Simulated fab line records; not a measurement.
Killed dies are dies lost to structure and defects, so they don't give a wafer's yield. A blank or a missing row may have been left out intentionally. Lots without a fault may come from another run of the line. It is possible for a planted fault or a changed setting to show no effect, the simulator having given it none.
Code-filled problem report in 8D (eight disciplines) form ; flow sky130 ; the parts of the form that need people (team, actions taken, sign-off) are left out

== 1. WHAT WENT WRONG ==
Wafers free of any fault read 634 (standard deviation 3.9) for LDD_P_TW at SKY_LDD_P_TW_MEAS_11, against a mean of 585 on 6 wafers of 2 lots. That is -13 standard deviations from the usual mean.
Earliest sighting: wafer L721.3 on film_metro-03 at day 23 23:13. The record holds 36 wafers of 12 lots with a number at this step. The rule behind "out" and "out of limits": a value lying over 4 standard deviations away from the usual mean. Any other wafer with a number is counted as sound.

== 2. WHAT THIS IS AND IS NOT ==
question;is;is not
which readings at this step;LDD_P_TW;-
which lots;L721, L722;L708, L712, L713, L715, L720, L723, L724, L727, L728, L729
which wafers of those lots;all that have a number;-
read on which gauges;film_metro-03, film_metro-04;film_metro-02
when;from day 23 23:13;"up to then (15 sound wafers); but 15 sound wafers of L723, L724, L727, L728, L729 came after"

== 3. WHAT RULES OUT EACH SUSPECT ==
Counting: any tool at a process step up to the reading is kept as a suspect provided that every lot that is out went through it and no sound lot did after the first of them.
- the gauge at SKY_LDD_P_TW_MEAS_11 is ruled out. 2 gauges (film_metro-03, film_metro-04) read the wafers that are out.
- implanter-01 at SKY_LDD_P_IMPLANT_09: kept. It processed each lot that is out, first L721 at day 23 23:00, and no sound lot thereafter; up to then, the last sound lot it processed was L712 at day 20 10:24. Its own dose_ions_cm2, faraday_current_uA readings are out on those wafers.
Remaining after the count: implanter-01 at SKY_LDD_P_IMPLANT_09.

== 4. THE CAUSE (what the simulator had put in) ==
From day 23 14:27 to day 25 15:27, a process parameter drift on implanter-01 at SKY_LDD_P_IMPLANT_09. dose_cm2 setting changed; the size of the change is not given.
The count eliminated every tool but this one.

== 5. SEQUENCE OF EFFECTS, ordered by route ==
Each row: a reading where the mean over the struck wafers with a number is more than 3 standard deviations away from the usual. Scope: only readings with a usual standard deviation given in the record; hours: median across lots of the time from each lot's start at the first step in this table that gives one to its start at this step; sigmas: change in usual standard deviations.
hours;step;reading;usual;on struck wafers;change;sigmas
0;SKY_LDD_P_IMPLANT_09;dose_ions_cm2;1e+13;8e+12;-2e+12;-99 or more
0;SKY_LDD_P_IMPLANT_09;faraday_current_uA;56.5;44.5;-12.0;-12
0;SKY_LDD_P_TW_MEAS_11;LDD_P_TW;634;585;-49;-13
It contains these process steps:
- SKY_LDD_P_IMPLANT_09
Later measuring or inspecting steps at which every struck wafer that the step has a row for has a number for every such reading, and none has moved that far: SKY_LOCAL_INTERCONNECT_OVL_MEAS_12.

== 6. HOW IT WOULD HAVE BEEN CAUGHT EARLIER ==
In this record the first reading out of limits at a measuring or inspecting step was taken at day 23 23:13, 9 hours after the fault began at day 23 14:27.
At SKY_LDD_P_IMPLANT_09, the tool's own readings (dose_ions_cm2, faraday_current_uA) were out on each struck wafer the step has a row for, so an alarm limit on them would have fired on the first such wafer.
Among the 2 lots that are out, L722 began SKY_LDD_P_IMPLANT_09 on implanter-01 after day 23 23:13. Putting the tool on hold at that point would have spared it.
